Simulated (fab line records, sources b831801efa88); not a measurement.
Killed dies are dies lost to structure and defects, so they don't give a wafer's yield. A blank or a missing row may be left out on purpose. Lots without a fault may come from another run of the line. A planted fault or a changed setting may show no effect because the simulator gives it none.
One fault seen from 2 desks | flow gf180mcu | each desk has only its own numbers; what lay behind them comes last

THE METROLOGY DESK
What the gauges read, lot by lot, whatever tool the lot ran on: means of the sampled wafers that have a number. A lot is out of limits, marked OUT, if its mean lies more than 4 standard deviations from the usual mean; the brackets give that distance.
Columns: A = V3_CVD_00_THK at GF_V3_THK_MEAS_01, usual 599 nm; B = V3_CVD_02_THK at GF_V3_THK_MEAS_03, usual 849 nm; C = V3_BOW at GF_V3_BOW_MEAS_05, usual 117 um; D = cd_nm at GF_V3_CD_MEAS_14, usual 260.0 nm
lot  | first seen here | A   | B   | C   | D
L671 | day 23 12:58    | 598 | 841 | 113 | 260.0
L679 | day 26 01:34    | 594 | 860 | 122 | -
L680 | day 26 06:04    | 593 | 844 | 112 | -
L682 | day 26 23:14    | 603 | 849 | 117 | 259.0
L683 | day 27 04:42    | 592 | 840 | 115 | 259.4
L687 | day 28 10:06    | 591 | 850 | 127 | 260.0
This desk's finding: nothing out of limits on any of the 6 lots.

THE TOOL OWNER'S DESK: litho_track-01
The tool's own readings at GF_V3_DEVELOP_13 (develop time 60 s): means of the sampled wafers that have a number, for each lot that ran on this tool. A lot is out of limits, marked OUT, if its mean lies more than 4 standard deviations from the usual mean; the brackets give that distance.
Columns: A = chill_plate_temp_C at GF_V3_DEVELOP_13, usual 23.01 C
lot  | first seen here | A
L682 | day 27 19:55    | 23.07
L683 | day 28 01:01    | 23.03
L687 | day 29 05:10    | 22.95
This desk's finding: nothing out of limits on any of the 3 lots.

PUT TOGETHER
The metrology desk saw nothing out of limits.
The tool owner's desk saw nothing out of limits.

WHAT THE SIMULATOR HAD PUT IN
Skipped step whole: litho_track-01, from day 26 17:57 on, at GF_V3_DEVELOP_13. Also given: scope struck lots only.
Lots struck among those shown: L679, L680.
